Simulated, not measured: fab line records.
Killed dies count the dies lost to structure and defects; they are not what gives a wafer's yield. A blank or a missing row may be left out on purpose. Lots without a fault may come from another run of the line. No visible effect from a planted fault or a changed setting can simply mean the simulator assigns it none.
fab line records	flow gf180mcu
record: lots: 12	wafers: 36	last-day: 34
route steps=602 shown HV_LDD@212 PSD@259 SALICIDE@281 M1@320
lots untouched by any fault: they come from a run of this same line in which no faults occurred
start-h: start of the lot's first displayed wafer, in hours after the record's first day	wait-h: hours elapsed since this lot's preceding step	" unchanged from the row above	L1.1+2: several wafers, shown together as one row	- value missing, or start not given	* or withheld: withheld	< > ~ a bound
route shown NAME@n: a module of which the file shows steps, and the number in the route of the first	usual: mean and standard deviation over wafers with no fault	same: alike in all rows	chamber/n: place in a boat	sites: the reading at each site	_std_site: how widely they spread, as a standard deviation	_edge_site: mean of outer sites minus mean of inner sites	radius-mm: how far each site lies from the wafer's centre	mask NAME#n: copy n	behind: the last tool/chamber to shape the wafer	hold: why the lot went on hold/how many hours it stayed there/how the hold came to an end	device: names the non-switching transistor (n, p or np)	end of line: tests run on the same wafers once the route is complete	a step given without rows: its recipe and nothing more	killed: count of dies lost to structure and defects at first sort (not the wafer's yield)	map: a wafer's dies, marking killed ones x, the rest . and places with no die _
set.NAME: setting as actually run; set.NAME@STEP: the setting as run at that earlier step	model.NAME: the simulator's own value behind a step, which no gauge read
steps of the route over a sample of lots; a table a step, a row a wafer
services: when a tool's chamber went out of use (start-h, in hours from the record's first day, below 0 if earlier), for how many hours, and the reason
== steps ==
step: GF_HV_LDD_IMPLANT_36
recipe: species: P	energy-kev: 60	dose-cm2: 7.5e+12	tilt-deg: 30	rotation-deg: 270
usual: dose-ions-cm2: 7.501e+12/8.1e+09	faraday-current-uA: 42.4/0.79
lot.wafer	tool	chamber	start-h	wait-h	dose-ions-cm2	faraday-current-uA
L205.1	implanter-04	0	261.26	0.1	7.519e+12	42.4
L205.3	"	0	"	"	7.509e+12	42.1
L205.5	"	0	"	"	7.516e+12	41.8
L209.1	implanter-04	0	287.16	0.1	7.494e+12	42.4
L209.2	"	0	"	"	7.493e+12	41.6
L209.5	"	0	"	"	7.491e+12	42.4
L212.1	implanter-04	0	305.86	0.1	7.492e+12	42.0
L212.2	"	0	"	"	7.509e+12	42.1
L212.3	"	0	"	"	7.49e+12	42.6
L215.1	implanter-03	0	332.71	0.1	4.812e+12	27.8
L215.4	"	0	"	"	4.808e+12	26.3
L215.5	"	0	"	"	4.81e+12	27.7
L216.1	implanter-02	0	343.02	0.1	7.507e+12	42.5
L216.4	"	0	"	"	7.508e+12	41.0
L216.6	"	0	"	"	7.506e+12	41.2
L217.1	implanter-03	0	351.96	0.1	4.804e+12	27.8
L217.2	"	0	"	"	4.794e+12	27.2
L217.3	"	0	"	"	4.805e+12	27.5
L219.2	implanter-02	0	378.44	0.1	7.49e+12	41.6
L219.4	"	0	"	"	7.491e+12	43.5
L219.5	"	0	"	"	7.507e+12	44.3
L223.3	implanter-02	0	405.55	0.1	7.492e+12	41.0
L223.5	"	0	"	"	7.506e+12	42.9
L223.6	"	0	"	"	7.507e+12	42.5
L224.2	implanter-04	0	411.34	0.1	7.505e+12	43.1
L224.3	"	0	"	"	7.486e+12	41.8
L224.6	"	0	"	"	7.494e+12	42.7
L226.1	implanter-04	0	416.00	0.1	7.501e+12	43.1
L226.3	"	0	"	"	7.499e+12	41.9
L226.5	"	0	"	"	7.483e+12	40.5
L227.1	implanter-04	0	433.26	0.1	7.513e+12	42.2
L227.3	"	0	"	"	7.501e+12	42.9
L227.5	"	0	"	"	7.501e+12	42.4
L228.2	implanter-03	0	440.79	0.1	7.505e+12	43.9
L228.3	"	0	"	"	7.496e+12	42.4
L228.5	"	0	"	"	7.504e+12	41.9
step: GF_HV_LDD_TW_MEAS_38
usual: HV_LDD_3_TW: 1433/11
lot.wafer	tool	chamber	start-h	wait-h	hold	HV_LDD_3_TW
L205.1	film-metro-04	-	261.51	0.1	-	1446
L205.3	"	-	"	"	-	1449
L205.5	"	-	"	"	-	1446
L209.1	film-metro-04	-	287.42	0.1	-	1451
L209.2	"	-	"	"	-	1446
L209.5	"	-	"	"	-	1450
L212.1	film-metro-02	-	306.11	0.1	-	1422
L212.2	"	-	"	"	-	1419
L212.3	"	-	"	"	-	1418
L215.1	film-metro-01	-	332.96	0.1	-	1389
L215.4	"	-	"	"	-	1400
L215.5	"	-	"	"	-	1402
L216.1	film-metro-01	-	343.27	0.1	-	1430
L216.4	"	-	"	"	-	1427
L216.6	"	-	"	"	-	1427
L217.1	film-metro-02	-	352.22	0.1	await-dispo/0.2h/release	1377
L217.2	"	-	"	"	await-dispo/0.2h/release	1383
L217.3	"	-	"	"	await-dispo/0.2h/release	1381
L217.1	film-metro-02	-	352.56	0.3	-	1380
L217.2	"	-	"	"	-	1380
L217.3	"	-	"	"	-	1372
L219.2	film-metro-04	-	378.67	0.1	-	1430
L219.4	"	-	"	"	-	1443
L219.5	"	-	"	"	-	1442
L223.3	film-metro-01	-	405.77	0.1	-	1441
L223.5	"	-	"	"	-	1450
L223.6	"	-	"	"	-	1440
L224.2	film-metro-02	-	411.57	0.1	-	1426
L224.3	"	-	"	"	-	1414
L224.6	"	-	"	"	-	1419
L226.1	film-metro-02	-	416.25	0.1	-	1414
L226.3	"	-	"	"	-	1412
L226.5	"	-	"	"	-	1416
L227.1	film-metro-02	-	433.51	0.1	-	1419
L227.3	"	-	"	"	-	1419
L227.5	"	-	"	"	-	1425
L228.2	film-metro-04	-	441.02	0.1	-	1436
L228.3	"	-	"	"	-	1450
L228.5	"	-	"	"	-	1440
step: GF_HV_LDD_RS_MEAS_53
recipe: thk-meas-gauge: four-point-probe
usual: HV_LDD_RS: 418.1/0.93
lot.wafer	tool	chamber	start-h	wait-h	hold	HV_LDD_RS[ohm/sq]
L205.1	film-metro-02	-	280.89	0.1	-	417.1
L205.3	"	-	"	"	-	416.5
L205.5	"	-	"	"	-	418.1
L209.1	film-metro-04	-	307.74	0.1	-	418.9
L209.2	"	-	"	"	-	419.1
L209.5	"	-	"	"	-	419.9
L212.1	film-metro-01	-	327.22	0.1	-	417.1
L212.2	"	-	"	"	-	418.6
L212.3	"	-	"	"	-	418.0
L215.1	film-metro-04	-	353.84	0.1	await-dispo/0.2h/release	424.5
L215.4	"	-	"	"	await-dispo/0.2h/release	426.0
L215.5	"	-	"	"	await-dispo/0.2h/release	426.0
L215.1	film-metro-04	-	354.13	0.3	-	424.9
L215.4	"	-	"	"	-	426.3
L215.5	"	-	"	"	-	425.0
L216.1	film-metro-04	-	365.08	0.1	-	418.4
L216.4	"	-	"	"	-	417.3
L216.6	"	-	"	"	-	418.6
L217.1	film-metro-02	-	374.34	0.1	await-dispo/0.2h/release	425.9
L217.2	"	-	"	"	await-dispo/0.2h/release	424.9
L217.3	"	-	"	"	await-dispo/0.2h/release	424.4
L217.1	film-metro-02	-	374.63	0.3	-	426.3
L217.2	"	-	"	"	-	425.5
L217.3	"	-	"	"	-	424.7
L219.2	film-metro-04	-	402.25	0.1	-	418.5
L219.4	"	-	"	"	-	418.5
L219.5	"	-	"	"	-	418.7
L223.3	film-metro-04	-	429.48	0.1	-	418.6
L223.5	"	-	"	"	-	418.8
L223.6	"	-	"	"	-	418.8
L224.2	film-metro-04	-	436.17	0.1	-	418.5
L224.3	"	-	"	"	-	418.0
L224.6	"	-	"	"	-	417.4
L226.1	film-metro-01	-	440.43	0.1	-	417.2
L226.3	"	-	"	"	-	417.4
L226.5	"	-	"	"	-	417.9
L227.1	film-metro-04	-	458.43	0.1	-	416.9
L227.3	"	-	"	"	-	415.8
L227.5	"	-	"	"	-	418.4
L228.2	film-metro-01	-	465.91	0.1	-	418.6
L228.3	"	-	"	"	-	418.6
L228.5	"	-	"	"	-	417.9
step: GF_PSD_TW_MEAS_11
usual: PSD_TW: 3165/21
lot.wafer	tool	chamber	start-h	wait-h	PSD_TW
L205.1	film-metro-03	-	325.65	0.1	3115
L205.3	"	-	"	"	3147
L205.5	"	-	"	"	3133
L209.1	film-metro-04	-	352.76	0.1	3183
L209.2	"	-	"	"	3195
L209.5	"	-	"	"	3200
L212.1	film-metro-04	-	374.50	0.1	3181
L212.2	"	-	"	"	3179
L212.3	"	-	"	"	3174
L215.1	film-metro-03	-	402.86	0.1	3156
L215.4	"	-	"	"	3167
L215.5	"	-	"	"	3148
L216.1	film-metro-04	-	414.06	0.1	3188
L216.4	"	-	"	"	3182
L216.6	"	-	"	"	3194
L217.1	film-metro-04	-	423.90	0.1	3181
L217.2	"	-	"	"	3186
L217.3	"	-	"	"	3179
L219.2	film-metro-03	-	454.27	0.1	3156
L219.4	"	-	"	"	3151
L219.5	"	-	"	"	3152
L223.3	film-metro-03	-	481.48	0.1	3163
L223.5	"	-	"	"	3168
L223.6	"	-	"	"	3159
L224.2	film-metro-04	-	488.41	0.1	3196
L224.3	"	-	"	"	3179
L224.6	"	-	"	"	3200
L226.1	film-metro-04	-	492.81	0.1	3180
L226.3	"	-	"	"	3208
L226.5	"	-	"	"	3206
L227.1	film-metro-03	-	508.10	0.1	3163
L227.3	"	-	"	"	3166
L227.5	"	-	"	"	3172
L228.2	film-metro-04	-	516.67	0.1	3194
L228.3	"	-	"	"	3152
L228.5	"	-	"	"	3176
step: GF_SALICIDE_SPUTTER_03
recipe: material: TiN	target-thk-nm: 20	power-w: 6578	time-s: 16.7	chamber-pressure-pa: 0.4
usual: throttle-valve-pct: 29.8/1.2
lot.wafer	tool	chamber	start-h	wait-h	throttle-valve-pct
L205.1	pvd-sputter-01	-	347.58	0.0	29.0
L205.3	"	-	"	"	28.2
L205.5	"	-	"	"	29.2
L209.1	pvd-sputter-03	-	376.34	0.0	28.7
L209.2	"	-	"	"	29.7
L209.5	"	-	"	"	28.8
L212.1	pvd-sputter-02	-	398.79	0.0	28.5
L212.2	"	-	"	"	31.4
L212.3	"	-	"	"	31.1
L215.1	pvd-sputter-02	-	427.62	0.0	30.7
L215.4	"	-	"	"	28.7
L215.5	"	-	"	"	31.2
L216.1	pvd-sputter-02	-	439.58	0.0	28.4
L216.4	"	-	"	"	30.9
L216.6	"	-	"	"	31.2
L217.1	pvd-sputter-03	-	448.73	0.0	29.7
L217.2	"	-	"	"	29.9
L217.3	"	-	"	"	28.6
L219.2	pvd-sputter-03	-	478.88	0.0	29.9
L219.4	"	-	"	"	28.5
L219.5	"	-	"	"	30.0
L223.3	pvd-sputter-02	-	505.42	0.0	28.6
L223.5	"	-	"	"	29.2
L223.6	"	-	"	"	28.6
L224.2	pvd-sputter-02	-	513.22	0.0	29.6
L224.3	"	-	"	"	28.6
L224.6	"	-	"	"	29.2
L226.1	pvd-sputter-02	-	517.08	0.0	31.6
L226.3	"	-	"	"	28.4
L226.5	"	-	"	"	29.2
L227.1	pvd-sputter-01	-	532.13	0.0	30.6
L227.3	"	-	"	"	31.7
L227.5	"	-	"	"	30.7
L228.2	pvd-sputter-03	-	540.69	0.0	29.8
L228.3	"	-	"	"	28.6
L228.5	"	-	"	"	29.5
step: GF_M1_RS_MEAS_05
recipe: thk-meas-gauge: four-point-probe	reads: TiN_of_M1_SPUTTER_04+Ti_of_M1_SPUTTER_03+AlCu_of_M1_SPUTTER_02+TiN_of_M1_SPUTTER_01+Ti_of_M1_SPUTTER_00
usual: M1_ALCU_RS: 0.0695/0.00069
lot.wafer	tool	chamber	start-h	wait-h	M1_ALCU_RS[ohm/sq]
L205.1	film-metro-04	-	372.23	0.0	0.0697
L205.3	"	-	"	"	0.0703
L205.5	"	-	"	"	0.0700
L209.1	film-metro-03	-	401.78	0.0	0.0701
L209.2	"	-	"	"	0.0697
L209.5	"	-	"	"	0.0689
L212.1	film-metro-02	-	425.57	0.0	0.0682
L212.2	"	-	"	"	0.0698
L212.3	"	-	"	"	0.0690
L215.1	film-metro-04	-	454.91	0.0	0.0698
L215.4	"	-	"	"	0.0698
L215.5	"	-	"	"	0.0699
L216.1	film-metro-02	-	466.67	0.0	0.0688
L216.4	"	-	"	"	0.0693
L216.6	"	-	"	"	0.0699
L217.1	film-metro-03	-	474.98	0.0	0.0685
L217.2	"	-	"	"	0.0685
L217.3	"	-	"	"	0.0696
L219.2	film-metro-03	-	504.39	0.0	0.0687
L219.4	"	-	"	"	0.0689
L219.5	"	-	"	"	0.0689
L223.3	film-metro-04	-	531.21	0.1	0.0697
L223.5	"	-	"	"	0.0690
L223.6	"	-	"	"	0.0693
L224.2	film-metro-02	-	539.14	0.0	0.0712
L224.3	"	-	"	"	0.0707
L224.6	"	-	"	"	0.0714
L226.1	film-metro-02	-	542.63	0.0	0.0684
L226.3	"	-	"	"	0.0690
L226.5	"	-	"	"	0.0696
L227.1	film-metro-03	-	556.37	0.0	0.0698
L227.3	"	-	"	"	0.0691
L227.5	"	-	"	"	0.0696
L228.2	film-metro-02	-	565.34	0.0	0.0684
L228.3	"	-	"	"	0.0702
L228.5	"	-	"	"	0.0694
== services ==
tool	chamber	start-h	hours	kind
implanter-04	-	240.25	3.9	pm
pvd-sputter-03	1	268.04	-	consumable-replace:kit
pvd-sputter-03	1	268.04	18.0	scheduled-down
pvd-sputter-03	1	268.04	18.0	vent-cycle
implanter-03	-	271.86	6.1	pm
implanter-03	-	277.96	4.3	pm
implanter-04	-	324.32	30.0	pm
pvd-sputter-03	-	338.98	12.2	repair
implanter-04	-	354.35	2.5	pm
pvd-sputter-02	-	373.88	3.1	repair
pvd-sputter-02	-	373.91	8.9	repair
pvd-sputter-01	-	385.18	3.0	repair
pvd-sputter-02	3	393.85	-	consumable-replace:kit
pvd-sputter-02	3	393.85	18.0	scheduled-down
pvd-sputter-02	3	393.85	18.0	vent-cycle
pvd-sputter-03	0	414.16	-	consumable-replace:kit
pvd-sputter-03	0	414.16	18.0	scheduled-down
pvd-sputter-03	0	414.16	18.0	vent-cycle
implanter-03	-	415.67	0.6	repair
pvd-sputter-03	-	426.14	1.5	repair
implanter-02	-	449.40	1.5	repair
pvd-sputter-01	-	457.89	2.2	repair
pvd-sputter-01	-	497.32	1.1	repair
pvd-sputter-02	-	531.79	3.8	repair
== key ==
first-sign: step: GF_HV_LDD_IMPLANT_36	reading: dose-ions-cm2	direction: down	sigmas: 99+	usual: 7.501e+12	struck: 4.805e+12
effect: step: GF_HV_LDD_IMPLANT_36	reading: faraday-current-uA	direction: down	sigmas: 19	usual: 42.4	struck: 27.4
effect: step: GF_HV_LDD_TW_MEAS_38	reading: visit	direction: added
effect: step: GF_HV_LDD_RS_MEAS_53	reading: visit	direction: added
effect: step: GF_HV_LDD_RS_MEAS_53	reading: HV_LDD_RS	direction: up	sigmas: 7.7	usual: 418.1	struck: 425.3
met-at GF_HV_LDD_IMPLANT_36
struck-lots L215,L217
tester-left-out L215,L217
not-acting-at GF_PSD_TW_MEAS_11,GF_SALICIDE_SPUTTER_03,GF_M1_RS_MEAS_05
fault: kind: process-parameter-drift	tool: implanter-03	chamber: -	onset-h: 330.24	steps: GF_HV_LDD_IMPLANT_36	channel: dose-cm2	offset: -2.6954e+12	shape: step	end-h: 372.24	acts-in: these-recipes-only	stated: 7.5e+12
tester-left-out: of these lots the tester's yield and bins aren't shown, on N5 and GAA mostly nor the transistor test; their killed dies are dies lost to structure and defects alone, not to doping, threshold or leakage, so they don't give the yield
